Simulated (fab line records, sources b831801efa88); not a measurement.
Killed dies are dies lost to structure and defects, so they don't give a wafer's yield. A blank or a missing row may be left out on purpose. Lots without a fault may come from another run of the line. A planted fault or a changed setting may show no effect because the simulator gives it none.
fab line records | flow sky130
record lots=6 wafers=18 last_day=50
route steps=708 shown VT_ADJUST_HVTP@93 VT_ADJUST_LVTN@97 PAD_OPEN@708
lots that met no fault: from a run of the same line without faults
start_h: hours from the record's first day to the start of the lot's first wafer shown | wait_h: hours since the lot's step before | " the same as in the row above | L1.1+2: a row that stands for several wafers | - no value, or no start given | * or withheld: withheld | < > ~ a bound
route shown NAME@n: a module of which the file shows steps, and the number in the route of the first | usual: mean/standard deviation of fault-free wafers | same: alike in all rows | chamber/n: place in a boat | sites: the reading at each site | _std_site: their standard deviation | _edge_site: outer sites' mean less inner sites' | radius_mm: how far each site lies from the wafer's centre | mask NAME#n: copy n | behind: the tool/chamber that last shaped the wafer | hold: why the lot was held/for how many hours/how that ended | device: the transistor (n, p or np) that didn't switch | end of line: the same wafers' tests at the end of the route | a step without rows: its recipe alone | killed: dies lost to structure and defects at the first sort, not the wafer's yield | map: a wafer's dies, x killed, . not, _ none there
set.NAME: the setting as run; set.NAME@STEP: as run at that earlier step | model.NAME: the simulator's own value behind a step, which no gauge read
lots at some steps of the route; a table a step, a row a wafer
services: from which hour (start_h, from the record's first day; less than 0 if before it) a tool's chamber was out of use, for how many hours, and why
## steps
# step SKY_VT_ADJUST_HVTP_OVL_MEAS_08
# usual VT_ADJUST_HVTP_OVL=-0.9/1.2
# columns lot.wafer tool chamber start_h wait_h VT_ADJUST_HVTP_OVL[nm]
L547.3 overlay-02 - 156.26 0.1 0.9
L547.5 " - " " 0.1
L547.6 " - " " 1.0
L549.2 overlay-01 - 166.32 0.1 0.0
L549.4 " - " " 0.7
L549.6 " - " " 0.6
L554.1 overlay-01 - 199.76 0.1 -2.4
L554.3 " - " " -0.5
L554.6 " - " " -0.4
L559.2 overlay-01 - 231.02 0.1 0.4
L559.3 " - " " 0.3
L559.6 " - " " 0.4
L560.1 overlay-01 - 237.80 0.1 -0.2
L560.2 " - " " -1.3
L560.6 " - " " 0.0
L563.2 overlay-01 - 264.83 0.1 -0.5
L563.3 " - " " -1.9
L563.5 " - " " 0.2
# step SKY_VT_ADJUST_HVTP_IMPLANT_09
# recipe species=As energy_kev=150 dose_cm2=4.3e+12 tilt_deg=withheld
# step SKY_VT_ADJUST_HVTP_STRIP_10
# recipe chemistry=O2/N2 power_w=1400 pressure_mtorr=1500 platen_temp_c=withheld o2_flow_sccm=3000 n2_flow_sccm=300 overash_fraction=0.5
# usual chamber_pressure_mTorr=1500.1/1.5 drypump_motor_current_A=5.9/0.31 oes_product_au=0.715/0.0045 strip_time_to_endpoint_s=14.19/0.045
# columns lot.wafer tool chamber start_h wait_h chamber_pressure_mTorr drypump_motor_current_A oes_product_au rf_hours_counter_h strip_time_to_endpoint_s
L547.3 plasma_asher-04 1 156.46 0.1 1501.2 6.1 0.716 - 14.21
L547.5 " 1 " " 1501.1 6.1 0.716 - 14.18
L547.6 " 0 " " 1501.2 6.2 0.717 - 14.21
L549.2 plasma_asher-01 0 166.50 0.1 1500.2 5.8 0.718 47 14.10
L549.4 " 0 " " 1498.1 5.8 0.718 - 14.14
L549.6 " 1 " " 1498.8 5.5 0.720 - 14.15
L554.1 plasma_asher-02 1 199.95 0.1 1501.8 6.3 0.714 39 14.22
L554.3 " 0 " " 1502.2 6.1 0.718 - 14.19
L554.6 " 0 " " 1500.7 6.1 0.711 - 14.18
L559.2 plasma_asher-01 0 231.20 0.1 1500.1 5.8 0.711 54 14.17
L559.3 " 1 " " 1500.0 5.5 0.717 - 14.18
L559.6 " 1 " " 1499.5 5.4 0.716 - 14.19
L560.1 plasma_asher-01 0 237.99 0.1 1502.4 5.8 0.719 55 14.19
L560.2 " 1 " " 1500.2 5.5 0.718 55 14.17
L560.6 " 1 " " 1498.9 5.5 0.716 - 14.17
L563.2 plasma_asher-01 1 265.37 0.1 1497.6 5.5 0.715 58 14.19
L563.3 " 1 " " 1499.5 5.4 0.715 - 14.13
L563.5 " 0 " " 1497.4 5.8 0.713 - 14.15
# step SKY_VT_ADJUST_HVTP_TW_MEAS_11
# usual VT_ADJUST_HVTP_TW=1342/7.3
# columns lot.wafer tool chamber start_h wait_h VT_ADJUST_HVTP_TW
L547.3 film_metro-02 - 156.55 0.1 1335
L547.5 " - " " 1335
L547.6 " - " " 1330
L549.2 film_metro-03 - 166.61 0.1 1342
L549.4 " - " " 1340
L549.6 " - " " 1330
L554.1 film_metro-02 - 200.05 0.1 1338
L554.3 " - " " 1334
L554.6 " - " " 1324
L559.2 film_metro-03 - 231.31 0.1 1345
L559.3 " - " " 1342
L559.6 " - " " 1344
L560.1 film_metro-03 - 238.09 0.1 1343
L560.2 " - " " 1337
L560.6 " - " " 1339
L563.2 film_metro-01 - 265.48 0.1 1347
L563.3 " - " " 1346
L563.5 " - " " 1347
# step SKY_VT_ADJUST_LVTN_DEHYDRATE_00
# recipe temp_c=200 time_s=60
# step SKY_VT_ADJUST_LVTN_HMDS_01
# recipe prime_time_s=60 prime_temp_c=120
# step SKY_VT_ADJUST_LVTN_COAT_02
# recipe spin_rpm=2000 resist_thk_nm=3000
# step SKY_VT_ADJUST_LVTN_SOFTBAKE_03
# recipe temp_c=110 time_s=withheld
# step SKY_VT_ADJUST_LVTN_EXPOSE_04
# recipe mask_id=NWM_COMPLEMENT_LESS_NATIVE na=0.6 source_shape=conventional sigma_outer=0.6 polarization=unpolarized target_cd_nm=840 dose_mj=194
# step SKY_VT_ADJUST_LVTN_PEB_05
# recipe temp_c=115 time_s=withheld
# step SKY_VT_ADJUST_LVTN_DEVELOP_06
# recipe wall_angle_deg=90 developer=TMAH develop_time_s=60 dev_temp_c=23
# step SKY_VT_ADJUST_LVTN_OVL_MEAS_07
# usual VT_ADJUST_LVTN_OVL=-1.0/1.4
# columns lot.wafer tool chamber start_h wait_h VT_ADJUST_LVTN_OVL[nm]
L547.3 overlay-02 - 176.20 - -4.0
L547.5 " - " " -0.7
L547.6 " - " " -1.3
L549.2 overlay-02 - 187.21 - 0.4
L549.4 " - " " -2.1
L549.6 " - " " -2.6
L554.1 overlay-01 - 222.04 - -1.6
L554.3 " - " " -1.7
L554.6 " - " " -1.4
L559.2 overlay-02 - 254.35 - -1.5
L559.3 " - " " -0.4
L559.6 " - " " -1.0
L560.1 overlay-01 - 261.54 - -1.3
L560.2 " - " " -0.7
L560.6 " - " " -1.1
L563.2 overlay-01 - 290.01 - -0.4
L563.3 " - " " -0.3
L563.5 " - " " -0.3
# step SKY_VT_ADJUST_LVTN_IMPLANT_08
# recipe species=B energy_kev=30 dose_cm2=1.57e+12 tilt_deg=withheld
# usual dose_ions_cm2=1.5704e+12/1.9e+09 faraday_current_uA=8.86/0.18
# columns lot.wafer tool chamber start_h wait_h dose_ions_cm2 faraday_current_uA
L547.3 implanter-04 0 176.28 0.1 1.5708e+12 9.00
L547.5 " 0 " " 1.5706e+12 8.93
L547.6 " 0 " " 1.5731e+12 8.68
L549.2 implanter-01 0 187.26 0.0 1.5724e+12 8.94
L549.4 " 0 " " 1.5724e+12 8.77
L549.6 " 0 " " 1.572e+12 8.72
L554.1 implanter-01 0 222.08 0.0 1.5713e+12 8.92
L554.3 " 0 " " 1.5699e+12 8.89
L554.6 " 0 " " 1.5694e+12 8.99
L559.2 implanter-01 0 254.40 0.0 2.5842e+12 14.34
L559.3 " 0 " " 2.5789e+12 15.05
L559.6 " 0 " " 2.5779e+12 14.48
L560.1 implanter-04 0 261.58 0.0 1.5689e+12 9.07
L560.2 " 0 " " 1.5709e+12 8.73
L560.6 " 0 " " 1.5705e+12 8.70
L563.2 implanter-01 0 290.06 0.0 2.58e+12 14.51
L563.3 " 0 " " 2.5833e+12 14.33
L563.5 " 0 " " 2.584e+12 14.70
# step SKY_VT_ADJUST_LVTN_STRIP_09
# recipe chemistry=O2/N2 power_w=1400 pressure_mtorr=1500 platen_temp_c=withheld o2_flow_sccm=3000 n2_flow_sccm=300 overash_fraction=0.5
# usual chamber_pressure_mTorr=1500.0/1.4 drypump_motor_current_A=6.08/0.22 oes_product_au=0.723/0.0043 strip_time_to_endpoint_s=36.92/0.088
# columns lot.wafer tool chamber start_h wait_h chamber_pressure_mTorr drypump_motor_current_A oes_product_au rf_hours_counter_h strip_time_to_endpoint_s
L547.3 plasma_asher-03 0 176.41 0.1 1500.1 5.70 0.728 - 36.94
L547.5 " 1 " " 1499.2 6.18 0.723 - 36.83
L547.6 " 0 " " 1501.2 5.71 0.725 - 36.90
L549.2 plasma_asher-04 1 187.39 0.1 1500.8 6.10 0.722 50 36.96
L549.4 " 1 " " 1500.0 6.10 0.716 - 37.03
L549.6 " 1 " " 1500.9 6.10 0.720 - 37.12
L554.1 plasma_asher-02 1 222.23 0.1 1497.5 6.33 0.723 42 36.98
L554.3 " 1 " " 1498.8 6.34 0.718 - 37.01
L554.6 " 1 " " 1499.3 6.34 0.730 - 36.96
L559.2 plasma_asher-02 1 254.53 0.1 1499.9 6.39 0.724 46 37.05
L559.3 " 0 " " 1498.5 6.06 0.717 - 36.83
L559.6 " 1 " " 1501.4 6.35 0.724 - 37.07
L560.1 plasma_asher-04 1 261.73 0.1 1498.3 6.11 0.715 55 36.95
L560.2 " 0 " " 1500.7 6.24 0.719 55 36.92
L560.6 " 1 " " 1498.7 6.10 0.721 - 36.88
L563.2 plasma_asher-02 1 290.19 0.1 1502.5 6.34 0.727 49 36.93
L563.3 " 1 " " 1500.6 6.33 0.721 - 36.92
L563.5 " 1 " " 1501.0 6.30 0.717 - 36.78
# step SKY_VT_ADJUST_LVTN_TW_MEAS_10
# usual VT_ADJUST_LVTN_TW=241.0/2.8
# columns lot.wafer tool chamber start_h wait_h hold VT_ADJUST_LVTN_TW
L547.3 film_metro-03 - 176.50 0.1 - 239.0
L547.5 " - " " - 237.0
L547.6 " - " " - 238.2
L549.2 film_metro-04 - 187.50 0.1 - 244.7
L549.4 " - " " - 242.4
L549.6 " - " " - 242.3
L554.1 film_metro-04 - 222.33 0.1 - 244.3
L554.3 " - " " - 242.9
L554.6 " - " " - 243.8
L559.2 film_metro-02 - 254.64 0.1 await_dispo/0.2h/release 277.5
L559.3 " - " " await_dispo/0.2h/release 277.5
L559.6 " - " " await_dispo/0.2h/release 277.3
L559.2 film_metro-02 - 254.86 0.2 - 275.8
L559.3 " - " " - 277.5
L559.6 " - " " - 276.5
L560.1 film_metro-02 - 261.83 0.1 - 239.6
L560.2 " - " " - 238.4
L560.6 " - " " - 239.8
L563.2 film_metro-03 - 290.30 0.1 await_dispo/0.2h/release 275.9
L563.3 " - " " await_dispo/0.2h/release 275.8
L563.5 " - " " await_dispo/0.2h/release 276.7
L563.2 film_metro-03 - 290.53 0.2 - 276.9
L563.3 " - " " - 275.8
L563.5 " - " " - 276.4
# step SKY_PAD_OPEN_PROBE_99
# usual killed_at_M0_to_M3=43/6.8 killed_at_M4_up=3.3/2.1 killed_at_contacts=24/5 killed_at_front_end=15/4.4 killed_at_other=0.3/0.57 killed_dies=86/9.7 killed_open=47/7.3 killed_short=39/6.1
# same gross_dies=492 killed_at_back_side=0
# columns lot.wafer tool chamber start_h wait_h killed_at_M0_to_M3 killed_at_M4_up killed_at_contacts killed_at_front_end killed_at_other killed_dies killed_open killed_short model.etest.nfet_01v8_lvt.drive_ua_um model.etest.nfet_01v8_lvt.vt_sat_v model.etest.nfet_01v8.vt_sat_v model.etest.nfet_01v8_lvt.vt_v model.etest.nfet_01v8_turned.vt_sat_v model.etest.nfet_01v8_swapped.vt_sat_v model.etest.nfet_01v8_lvt.vt_long_v model.etest.nfet_01v8.vt_v
L547.3 prober-01 - 1113.31 0.2 45 2 27 24 2 100 55 45 612.8 0.5021 0.6186 0.5908 0.6263 0.6229 0.4273 0.6793
L547.5 prober-01 - 1113.41 0.2 46 3 30 13 1 93 55 38 600.6 0.5122 0.6272 0.5927 0.6269 0.6281 0.429 0.6839
L547.6 prober-01 - 1113.46 0.2 40 2 30 15 0 87 53 34 607.6 0.498 0.6164 0.5919 0.6203 0.625 0.4305 0.6818
L549.2 prober-01 - 1128.82 0.1 43 4 18 12 0 77 35 41 563.5 0.5461 0.6536 0.6215 0.6595 0.6585 0.4445 0.7088
L549.4 prober-01 - 1128.92 0.2 42 2 18 18 0 80 42 37 567.4 0.5347 0.6544 0.6124 0.6567 0.655 0.4459 0.7077
L549.6 prober-01 - 1129.02 0.2 39 1 21 7 0 68 43 25 575.9 0.5308 0.6481 0.6127 0.653 0.6502 0.4459 0.7062
L554.1 prober-02 - 1150.95 0.1 44 7 23 27 0 101 56 45 577.6 0.5376 0.6401 0.6162 0.648 0.6469 0.439 0.6965
L554.3 prober-02 - 1151.05 0.2 45 1 28 15 1 90 47 43 591.8 0.5284 0.643 0.6125 0.6446 0.6492 0.4399 0.7014
L554.6 prober-02 - 1151.20 0.2 38 6 21 13 0 78 43 35 597.5 0.5257 0.638 0.6104 0.637 0.6393 0.4394 0.6943
L559.2 prober-01 - 1175.68 0.1 31 4 24 14 0 73 46 27 540.1 0.5733 0.6669 0.6323 0.6677 0.6659 0.4577 0.7153
L559.3 prober-01 - 1175.73 0.2 41 4 19 25 0 89 47 41 549.6 0.5692 0.6677 0.63 0.6688 0.6702 0.4584 0.716
L559.6 prober-01 - 1175.88 0.2 48 3 22 16 0 89 48 41 533.1 0.5761 0.6719 0.6378 0.6794 0.6725 0.4665 0.7224
L560.1 prober-02 - 1176.86 0.1 39 2 21 10 0 72 37 33 558.8 0.5422 0.6591 0.619 0.6623 0.6633 0.4502 0.7148
L560.2 prober-02 - 1176.91 0.1 43 2 21 10 0 76 40 34 560.4 0.5455 0.657 0.6218 0.6542 0.658 0.451 0.7115
L560.6 prober-02 - 1177.11 0.2 40 6 27 9 0 82 51 31 547 0.5509 0.6629 0.6277 0.6649 0.6705 0.4566 0.7196
L563.2 prober-01 - 1195.20 0.1 53 4 26 20 0 103 59 44 544.1 0.5786 0.6722 0.6331 0.6718 0.6728 0.4581 0.7156
L563.3 prober-01 - 1195.25 0.2 49 4 16 17 0 86 41 44 541.5 0.5765 0.6744 0.6368 0.6758 0.6742 0.4623 0.7205
L563.5 prober-01 - 1195.35 0.2 51 3 19 25 0 98 54 42 546.7 0.5759 0.6747 0.635 0.6746 0.6767 0.4607 0.7213
# killed by level:class
L547.3 CONTACT:geometric_particle:open=10 VIA2:geometric_particle:open=9 METAL1:geometric_particle:short=8 VIA1:geometric_particle:open=8 FIELD_ISO:geometric_particle:open=7 LI_CONTACT:geometric_particle:open=7 POLY_GATE:geometric_particle:short=6 POLY_GATE:geometric_particle:open=6
L547.5 CONTACT:geometric_particle:open=12 LI_CONTACT:geometric_particle:open=11 VIA3:geometric_particle:open=11 VIA1:geometric_particle:open=9 METAL1:geometric_particle:short=5 METAL2:geometric_particle:short=5 VIA2:geometric_particle:short=5 FIELD_ISO:geometric_particle:short=4
L547.6 LI_CONTACT:geometric_particle:open=13 VIA1:geometric_particle:open=9 VIA2:geometric_particle:open=7 CONTACT:geometric_particle:open=7 VIA1:geometric_particle:short=7 POLY_GATE:geometric_particle:short=6 POLY_GATE:geometric_particle:open=6 VIA3:geometric_particle:open=6
L549.2 CONTACT:geometric_particle:open=6 METAL2:geometric_particle:short=6 VIA2:geometric_particle:short=6 VIA3:geometric_particle:open=5 METAL1:geometric_particle:short=5 FIELD_ISO:geometric_particle:open=4 LI_CONTACT:geometric_particle:short=4 LOCAL_INTERCONNECT:geometric_particle:short=4
L549.4 LI_CONTACT:geometric_particle:open=7 VIA1:geometric_particle:open=7 VIA2:geometric_particle:open=7 POLY_GATE:geometric_particle:short=6 VIA3:geometric_particle:open=6 VIA2:geometric_particle:short=6 POLY_GATE:geometric_particle:open=5 METAL1:geometric_particle:short=5
L549.6 CONTACT:geometric_particle:open=11 VIA3:geometric_particle:open=9 VIA2:geometric_particle:open=7 VIA1:geometric_particle:open=6 LOCAL_INTERCONNECT:geometric_particle:short=4 METAL2:geometric_particle:short=4 FIELD_ISO:geometric_particle:open=3 VIA2:geometric_particle:short=3
L554.1 CONTACT:geometric_particle:open=12 POLY_GATE:geometric_particle:open=9 FIELD_ISO:geometric_particle:open=7 METAL4:geometric_particle:short=7 VIA1:geometric_particle:open=7 FIELD_ISO:geometric_particle:short=6 METAL1:geometric_particle:short=6 METAL2:geometric_particle:short=6
L554.3 CONTACT:geometric_particle:open=10 METAL2:geometric_particle:short=8 LI_CONTACT:geometric_particle:open=8 VIA3:geometric_particle:open=8 VIA1:geometric_particle:short=7 VIA1:geometric_particle:open=7 LOCAL_INTERCONNECT:geometric_particle:short=5 METAL1:geometric_particle:short=4
L554.6 VIA2:geometric_particle:open=10 CONTACT:geometric_particle:open=9 VIA1:geometric_particle:open=6 FIELD_ISO:geometric_particle:open=5 LI_CONTACT:geometric_particle:open=5 METAL1:geometric_particle:short=4 VIA3:geometric_particle:short=4 POLY_GATE:geometric_particle:open=3
L559.2 VIA1:geometric_particle:open=9 LI_CONTACT:geometric_particle:open=9 CONTACT:geometric_particle:open=8 METAL1:geometric_particle:short=5 VIA2:geometric_particle:open=5 POLY_GATE:geometric_particle:open=4 POLY_GATE:geometric_particle:short=4 LOCAL_INTERCONNECT:geometric_particle:short=4
L559.3 VIA1:geometric_particle:open=10 POLY_GATE:geometric_particle:open=6 LOCAL_INTERCONNECT:geometric_particle:short=6 VIA2:geometric_particle:open=6 VIA3:geometric_particle:open=6 METAL2:geometric_particle:short=5 POLY_GATE:geometric_particle:short=4 CONTACT:geometric_particle:short=4
L559.6 VIA1:geometric_particle:open=12 LI_CONTACT:geometric_particle:open=9 VIA2:geometric_particle:open=9 METAL2:geometric_particle:short=7 METAL1:geometric_particle:short=5 VIA3:geometric_particle:open=5 LOCAL_INTERCONNECT:geometric_particle:short=4 CONTACT:geometric_particle:open=4
L560.1 VIA1:geometric_particle:open=8 CONTACT:geometric_particle:open=6 METAL2:geometric_particle:short=6 VIA2:geometric_particle:open=6 VIA3:geometric_particle:open=6 CONTACT:geometric_particle:short=5 FIELD_ISO:geometric_particle:open=4 LI_CONTACT:geometric_particle:open=4
L560.2 CONTACT:geometric_particle:open=13 VIA1:geometric_particle:open=8 VIA2:geometric_particle:open=6 METAL3:geometric_particle:short=6 VIA3:geometric_particle:open=6 METAL1:geometric_particle:short=5 FIELD_ISO:geometric_particle:short=4 CONTACT:geometric_particle:short=3
L560.6 VIA1:geometric_particle:open=14 LI_CONTACT:geometric_particle:open=12 CONTACT:geometric_particle:short=6 CONTACT:geometric_particle:open=5 VIA3:geometric_particle:open=5 VIA1:geometric_particle:short=4 FIELD_ISO:geometric_particle:open=4 METAL1:geometric_particle:short=4
L563.2 VIA1:geometric_particle:open=12 VIA2:geometric_particle:open=12 LI_CONTACT:geometric_particle:open=9 CONTACT:geometric_particle:open=9 VIA1:geometric_particle:short=8 VIA3:geometric_particle:open=6 FIELD_ISO:geometric_particle:open=5 FIELD_ISO:geometric_particle:short=5
L563.3 CONTACT:geometric_particle:open=10 VIA1:geometric_particle:open=8 VIA3:geometric_particle:open=8 POLY_GATE:geometric_particle:short=6 METAL1:geometric_particle:short=6 VIA1:geometric_particle:short=6 VIA2:geometric_particle:open=5 METAL2:geometric_particle:short=4
L563.5 VIA1:geometric_particle:short=11 VIA1:geometric_particle:open=11 CONTACT:geometric_particle:open=10 POLY_GATE:geometric_particle:open=8 VIA3:geometric_particle:open=6 FIELD_ISO:geometric_particle:open=5 POLY_GATE:geometric_particle:short=5 VIA3:geometric_particle:short=4
## services
# columns tool chamber start_h hours kind
implanter-04 - 149.99 5.5 repair
implanter-04 - 161.93 5.4 pm
plasma_asher-04 - 197.05 28.1 pm
plasma_asher-03 - 229.38 14.1 repair
implanter-01 - 235.98 5.3 repair
implanter-04 - 262.56 2.2 repair
## key
first_sign step=SKY_VT_ADJUST_LVTN_IMPLANT_08 reading=dose_ions_cm2 direction=up sigmas=99+ usual=* struck=*
effect step=SKY_VT_ADJUST_LVTN_IMPLANT_08 reading=faraday_current_uA direction=up sigmas=31 usual=8.86 struck=14.57
effect step=SKY_VT_ADJUST_LVTN_TW_MEAS_10 reading=visit direction=added
effect step=SKY_VT_ADJUST_LVTN_TW_MEAS_10 reading=VT_ADJUST_LVTN_TW direction=up sigmas=13 usual=241.0 struck=276.8
model_effect step=SKY_PAD_OPEN_PROBE_99 value=etest.nfet_01v8_lvt.drive_ua_um without=568.2 struck=542.5
met_at SKY_VT_ADJUST_LVTN_IMPLANT_08
struck_wafers L559.2,L559.3,L559.6,L563.2,L563.3,L563.5
tester_left_out L559,L563
onset_between 222.08 254.40
fault kind=process_parameter_drift tool=implanter-01 chamber=- onset_h=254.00 steps=SKY_VT_ADJUST_LVTN_IMPLANT_08 channel=dose_cm2 offset=* shape=step end_h=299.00 acts_in=* stated=*
# tester_left_out: of these lots the tester's yield and bins aren't shown, on N5 and GAA mostly nor the transistor test; their killed dies are dies lost to structure and defects alone, not to doping, threshold or leakage, so they don't give the yield
